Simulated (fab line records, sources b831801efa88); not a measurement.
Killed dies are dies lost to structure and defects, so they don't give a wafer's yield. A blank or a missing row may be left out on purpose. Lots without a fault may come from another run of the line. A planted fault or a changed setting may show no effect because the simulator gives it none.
Which tool did it? | flow gf180mcu | 11 lots, 33 wafers sampled, at 5 steps of a route of 602

WHAT THE GAUGES READ, wafer by wafer
GF_LVPWELL_TW_MEAS_11. Usual: LVPWELL_TW 559.5, standard deviation 2.8.
lot  | measured    | on            | LVPWELL_TW        | flag
L649 | day 4 13:16 | film_metro-03 | 554.1 556.7 559.0 |
L650 | day 4 17:19 | film_metro-03 | 554.4 559.5 555.5 |
L653 | day 5 11:49 | film_metro-01 | 564.3 561.8 563.1 |
L654 | day 5 21:13 | film_metro-03 | 559.4 559.6 561.5 |
L657 | day 6 20:59 | film_metro-03 | 540.1 538.3 536.8 | OFF
L663 | day 8 10:40 | film_metro-04 | 563.8 563.5 562.9 |
L664 | day 8 11:01 | film_metro-01 | 561.0 557.2 554.8 |
L666 | day 8 18:04 | film_metro-04 | 564.0 562.5 558.5 |
L668 | day 9 01:49 | film_metro-01 | 563.1 563.4 561.7 |
L667 | day 9 02:11 | film_metro-04 | 562.5 560.9 560.2 |
L669 | day 9 14:42 | film_metro-01 | 560.7 564.8 563.0 |

GF_VT_IMPLANT_RS_MEAS_48: measures by four-point-probe. Usual: LVPWELL_RS 1195.9 ohm/sq, standard deviation 2.9.
lot  | measured     | on            | LVPWELL_RS (ohm/sq)  | flag
L649 | day 8 03:29  | film_metro-03 | 1194.7 1193.3 1192.0 |
L650 | day 8 08:20  | film_metro-04 | 1195.1 1198.4 1194.9 |
L653 | day 9 07:49  | film_metro-04 | 1200.0 1199.7 1196.9 |
L654 | day 9 18:30  | film_metro-04 | 1193.1 1191.1 1190.7 |
L657 | day 11 02:52 | film_metro-03 | 1198.6 1198.6 1199.4 |
L663 | day 12 23:56 | film_metro-01 | 1194.2 1193.6 1193.4 |
L664 | day 13 01:00 | film_metro-01 | 1193.8 1195.6 1196.3 |
L666 | day 13 08:19 | film_metro-03 | 1196.3 1199.4 1200.6 |
L668 | day 13 16:07 | film_metro-04 | 1193.5 1194.0 1196.1 |
L667 | day 13 17:25 | film_metro-01 | 1193.3 1194.8 1192.1 |
L669 | day 14 09:12 | film_metro-01 | 1198.2 1200.5 1193.6 |

GF_CONTACT_THK_MEAS_26: measures by xrf. Usual: CONTACT_W_THK 306 nm, standard deviation 3.7.
lot  | measured     | on            | CONTACT_W_THK (nm) | flag
L649 | day 16 23:47 | film_metro-01 | 309 305 308        |
L650 | day 17 01:58 | film_metro-01 | 309 307 309        |
L653 | day 18 08:58 | film_metro-01 | 304 306 307        |
L654 | day 19 02:21 | film_metro-01 | 309 308 306        |
L657 | day 20 19:20 | film_metro-04 | 309 308 312        |
L663 | day 23 03:49 | film_metro-04 | 301 299 297        |
L664 | day 23 01:01 | film_metro-01 | 307 306 307        |
L666 | day 23 15:55 | film_metro-04 | 299 301 300        |
L668 | day 23 22:07 | film_metro-01 | 309 308 312        |
L667 | day 24 02:20 | film_metro-01 | 312 308 307        |
L669 | day 24 14:15 | film_metro-01 | 307 309 309        |

WHICH TOOL RAN EACH LOT (tool, then ch and the chambers of the sampled wafers, then the start)
lot  | GF_NWELL_STRIP_10                   | GF_LVPWELL_STRIP_10
L649 | plasma_asher-03 ch 0,1, day 3 23:49 | plasma_asher-01 ch 0,1, day 4 13:10
L650 | plasma_asher-02 ch 0,1, day 4 04:08 | plasma_asher-03 ch 0,1, day 4 17:14
L653 | plasma_asher-04 ch 0,1, day 4 21:54 | plasma_asher-02 ch 0,1, day 5 11:43
L654 | plasma_asher-02 ch 0, day 5 07:34   | plasma_asher-01 ch 0, day 5 21:07
L657 | plasma_asher-02 ch 0,1, day 6 06:08 | plasma_asher-01 ch 0,1, day 6 20:53
L663 | plasma_asher-04 ch 0,1, day 7 17:48 | plasma_asher-03 ch 0,1, day 8 10:33
L664 | plasma_asher-03 ch 0,1, day 7 17:51 | plasma_asher-02 ch 0,1, day 8 10:54
L666 | plasma_asher-03 ch 0,1, day 8 01:24 | plasma_asher-03 ch 0,1, day 8 17:57
L668 | plasma_asher-02 ch 0,1, day 8 08:33 | plasma_asher-03 ch 0, day 9 01:42
L667 | plasma_asher-03 ch 0,1, day 8 09:02 | plasma_asher-01 ch 0,1, day 9 02:05
L669 | plasma_asher-02 ch 0,1, day 8 20:52 | plasma_asher-01 ch 0,1, day 9 14:36
- GF_NWELL_STRIP_10: strips in O2/N2.
- GF_LVPWELL_STRIP_10: strips in O2/N2.

WHAT THE TOOLS THEMSELVES READ (means of the sampled wafers that have a number; where no wafer has one, the mark that the record gives instead)
GF_NWELL_STRIP_10. Usual: chamber_pressure_mTorr 1499.9 mTorr, standard deviation 1.5; drypump_motor_current_A 5.5 A, standard deviation 0.44; heater_power_w 334 W, standard deviation 27; oes_product_au 0.722 a.u., standard deviation 0.0046; strip_time_to_endpoint_s 36.99 s, standard deviation 0.11.
lot  | tool            | chamber_pressure_mTorr (mTorr) | drypump_motor_current_A (A) | heater_power_w (W) | oes_product_au (a.u.) | strip_time_to_endpoint_s (s) | flag
L649 | plasma_asher-03 | 1499.2                         | 5.9                         | 326                | 0.720                 | 37.02                        |
L650 | plasma_asher-02 | 1500.6                         | 5.3                         | 336                | 0.728                 | 37.12                        |
L653 | plasma_asher-04 | 1500.5                         | 5.6                         | 327                | 0.720                 | 37.02                        |
L654 | plasma_asher-02 | 1499.9                         | 4.8                         | 313                | 0.720                 | 36.90                        |
L657 | plasma_asher-02 | 1500.0                         | 5.4                         | 338                | 0.965                 | -                            | OFF
L663 | plasma_asher-04 | 1499.1                         | 5.5                         | 331                | 0.722                 | 37.01                        |
L664 | plasma_asher-03 | 1499.2                         | 6.0                         | 344                | 0.722                 | 36.87                        |
L666 | plasma_asher-03 | 1500.5                         | 5.9                         | 324                | 0.723                 | 37.15                        |
L668 | plasma_asher-02 | 1500.4                         | 5.1                         | 328                | 0.725                 | 37.05                        |
L667 | plasma_asher-03 | 1499.6                         | 6.0                         | 337                | 0.724                 | 36.97                        |
L669 | plasma_asher-02 | 1500.3                         | 5.3                         | 334                | 0.721                 | 36.92                        |

GF_LVPWELL_STRIP_10. Usual: chamber_pressure_mTorr 1500.0 mTorr, standard deviation 1.5; drypump_motor_current_A 5.6 A, standard deviation 0.39; heater_power_w 341 W, standard deviation 28; oes_product_au 0.722 a.u., standard deviation 0.0046; strip_time_to_endpoint_s 36.99 s, standard deviation 0.09.
lot  | tool            | chamber_pressure_mTorr (mTorr) | drypump_motor_current_A (A) | heater_power_w (W) | oes_product_au (a.u.) | strip_time_to_endpoint_s (s) | flag
L649 | plasma_asher-01 | 1500.8                         | 5.4                         | 345                | 0.723                 | 36.90                        |
L650 | plasma_asher-03 | 1500.6                         | 5.9                         | 325                | 0.722                 | 37.01                        |
L653 | plasma_asher-02 | 1499.4                         | 5.3                         | 336                | 0.716                 | 37.10                        |
L654 | plasma_asher-01 | 1500.6                         | 5.7                         | 379                | 0.724                 | 36.93                        |
L657 | plasma_asher-01 | 1500.1                         | 5.6                         | 360                | 0.723                 | 41.44                        | OFF
L663 | plasma_asher-03 | 1499.1                         | 6.0                         | 343                | 0.725                 | 36.83                        |
L664 | plasma_asher-02 | 1499.4                         | 5.3                         | 335                | 0.721                 | 36.86                        |
L666 | plasma_asher-03 | 1499.3                         | 6.0                         | 347                | 0.725                 | 37.01                        |
L668 | plasma_asher-03 | 1500.2                         | 5.9                         | 310                | 0.725                 | 37.01                        |
L667 | plasma_asher-01 | 1500.7                         | 5.6                         | 364                | 0.722                 | 37.02                        |
L669 | plasma_asher-01 | 1499.4                         | 5.6                         | 364                | 0.717                 | 37.02                        |

THE ANSWER, worked out from the rows above alone
Rule: a lot is off if the mean of its wafers that have a number lies more than 3 standard deviations from the usual mean. A lot without any number at a reading at which 4 lots or more have one is off too. The other lots that the step has rows for count as sound. The gauges are gone through in route order, then the tools' own readings, and for those a lot's mean is taken as printed above. The first step at which some lot is off is used, and at that step the reading that is off furthest; a lot without a number counts as furthest.
Off: L657, at GF_LVPWELL_TW_MEAS_11 (LVPWELL_TW).
A tool fits if, at a process step before that reading, it ran every lot that is off, and no sound lot after the first of them. The gauges at GF_LVPWELL_TW_MEAS_11 aren't tried: what is off there is off at GF_NWELL_STRIP_10 too, on other tools, and a gauge's error can't cause that. None of those tried fits.

WHAT THE SIMULATOR HAD PUT IN
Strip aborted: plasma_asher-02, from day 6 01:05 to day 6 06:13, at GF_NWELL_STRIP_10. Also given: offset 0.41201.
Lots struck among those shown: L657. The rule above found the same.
